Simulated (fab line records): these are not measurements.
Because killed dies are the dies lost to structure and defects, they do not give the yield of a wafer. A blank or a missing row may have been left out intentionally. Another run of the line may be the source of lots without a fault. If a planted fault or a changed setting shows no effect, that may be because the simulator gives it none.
One fault through the eyes of 2 desks	flow sfq-line	numbers are kept per desk, each desk with only its own; the story behind them comes last

FROM THE METROLOGY DESK
What the gauges read for every lot (on any tool): the sampled wafers with a number, averaged. Marked OUT: a lot whose mean sits more than 4 standard deviations from the usual mean, which makes it out of limits; the brackets give that distance.
Columns: A = M3_NB_RS at SFQ_M3_RS_MEAS_919, usual 0.892 ohm/sq
lot	first seen here	A
L982	day 23 13:56	0.898
L983	day 24 01:43	0.880
L984	day 24 13:43	0.872
L986	day 26 04:43	0.903
L988	day 26 09:29	0.876
L989	day 31 20:26	0.893
L994	day 32 07:16	1.018 (+11) OUT
L995	day 32 11:01	0.902
L997	day 32 16:49	0.966 (+6.7) OUT
L999	day 32 19:13	0.879
L100	day 32 21:50	0.899
L102	day 33 01:25	0.898
L104	day 33 10:52	0.913
L105	day 33 13:14	0.903
This desk reports L994, L997 out of limits; the earliest was L994 at day 32 07:16 (M3_NB_RS at SFQ_M3_RS_MEAS_919). L982, L983, L984, L986, L988, L989, L995, L999, L100, L102, L104, L105: within limits.

THE TOOL OWNER'S DESK: pvd-sputter-06
The tool's own readings at SFQ_TRILAYER_M3_DEP_SPUTTER_073 (material Nb, target thk 200 nm, time 133.3 s): means of the sampled wafers that have a number, for each lot that ran on this tool. Marked OUT: a lot whose mean sits more than 4 standard deviations from the usual mean, which makes it out of limits; the brackets give that distance.
Columns: A = throttle-valve-pct at SFQ_TRILAYER_M3_DEP_SPUTTER_073, usual 29.8 %
lot	first seen here	A
L982	day 23 13:50	29.8
L988	day 26 09:23	30.4
L989	day 31 20:20	29.8
L994	day 32 07:08	29.9
L997	day 32 16:44	30.7
This desk's verdict: no lot among the 5 shows anything out of limits.

ALL TOGETHER
The metrology desk could have raised an alarm at day 32 07:16, on L994, L997.
The tool owner's desk saw nothing out of limits.
Tool owner's desk: L994, L997 on record, inside its limits.
On pvd-sputter-06, each named lot ran SFQ_TRILAYER_M3_DEP_SPUTTER_073.

WHAT WAS PUT IN BY THE SIMULATOR
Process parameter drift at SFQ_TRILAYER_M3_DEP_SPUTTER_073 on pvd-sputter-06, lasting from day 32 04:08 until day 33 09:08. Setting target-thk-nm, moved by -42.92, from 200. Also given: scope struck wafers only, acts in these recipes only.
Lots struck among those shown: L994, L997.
Time in hours between the start of the fault and the first out-of-limits reading at each desk: metrology desk, 3.
